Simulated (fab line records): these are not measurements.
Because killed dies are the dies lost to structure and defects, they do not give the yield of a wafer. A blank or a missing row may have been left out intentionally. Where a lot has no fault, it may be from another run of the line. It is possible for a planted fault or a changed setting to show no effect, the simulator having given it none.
Code-filled problem report in 8D (eight disciplines) form	flow gf180mcu	the parts of the form that need people (team, actions taken, sign-off) are left out

1. THE ISSUE
Mean of strip_time_to_endpoint_s at GF_MIM_STRIP_20: 10.10 s across 3 wafers in 2 lots; on wafers with no fault it is 11.23 s (standard deviation 0.043). That puts it -26 standard deviations away from the usual mean.
The step: strips in O2/N2.
Seen first at day 28 20:18 on plasma_asher-01, wafer L729.1. The record holds 33 wafers of 11 lots with a number at this step. By rule, "out" or "out of limits" means more than 4 standard deviations away from the usual mean. The rest of the wafers with a number are treated as sound.

2. WHAT IT IS AND WHAT IT IS NOT
question	is	is not
which readings at this step	strip_time_to_endpoint_s, oes_product_au	chamber_pressure_mTorr, drypump_motor_current_A, heater_power_w
which lots	L729, L731	L722, L723, L726, L727, L737, L738, L739, L741, L743
which wafers of those lots	L729.1, L731.1, L731.6	L729.2, L729.5, L731.2
read on which tools	plasma_asher-01	plasma_asher-02, plasma_asher-03
when	from day 28 20:18	up to then (14 sound wafers); but 16 sound wafers of L731, L737, L738, L739, L741, L743 came after

3. SUSPECTS, AND WHAT RULES EACH OUT
Counting: if a tool at a process step up to the reading ran every lot that is out, it stays a suspect. Sound lots after the first of them don't rule it out here, since some wafers of a struck lot are sound.
- pvd_sputter-02 at GF_MIM_SPUTTER_01 (material TiN, target thk 30 nm, time 25 s): kept. It processed each lot that is out (first: L729, day 28 01:17); up to then, its last sound lot is L723 (day 24 18:20).
- litho_track-04 at GF_MIM_COAT_14 (resist thk 1000 nm): kept. It processed each lot that is out (first: L729, day 28 10:32); up to then, its last sound lot is L727 (day 28 06:05).
- plasma_asher-01 at GF_MIM_STRIP_20 (strips in O2/N2): kept. It processed each lot that is out (first: L729, day 28 20:18); up to then, its last sound lot is L723 (day 25 15:05). Its own readings are out on those wafers: oes_product_au, strip_time_to_endpoint_s.
Still standing after the count: pvd_sputter-02 at GF_MIM_SPUTTER_01, litho_track-04 at GF_MIM_COAT_14, plasma_asher-01 at GF_MIM_STRIP_20.

4. THE CAUSE (what the simulator had put in)
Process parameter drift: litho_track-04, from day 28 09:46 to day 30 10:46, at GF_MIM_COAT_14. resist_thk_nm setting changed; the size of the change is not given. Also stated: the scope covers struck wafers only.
Of the 3 suspects that counting leaves, this tool is one.

5. THE EFFECT CHAIN, in route order
Each row: a reading whose mean over the struck wafers that have a number lies more than 3 standard deviations from the usual. Readings are gone through only where the record gives a usual standard deviation; hours: the median, over the lots, of the time from a lot's start at the first step in this table giving one to that lot's start at this step; sigmas: the change measured in usual standard deviations.
hours	step	reading	usual	on struck wafers	change	sigmas
0	GF_MIM_STRIP_20	oes_product_au	0.692 a.u.	0.643	-0.049	-11
0	GF_MIM_STRIP_20	strip_time_to_endpoint_s	11.23 s	10.10	-1.13	-26
Here are the process steps it includes:
- GF_MIM_STRIP_20: strips in O2/N2.

6. WHAT WOULD HAVE CAUGHT IT SOONER
In this record the first reading out of limits was taken at day 28 20:18, 11 hours after the fault began at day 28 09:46.
Of the tool readings at GF_MIM_COAT_14 for which the record gives a usual standard deviation, none was out on any struck wafer, so an alarm limit of 4 standard deviations on them would not have fired.
The start of GF_MIM_COAT_14 on litho_track-04 came by day 28 20:18 for every one of the lots that are out (2). Tool hold at that time: it would have spared none of them.
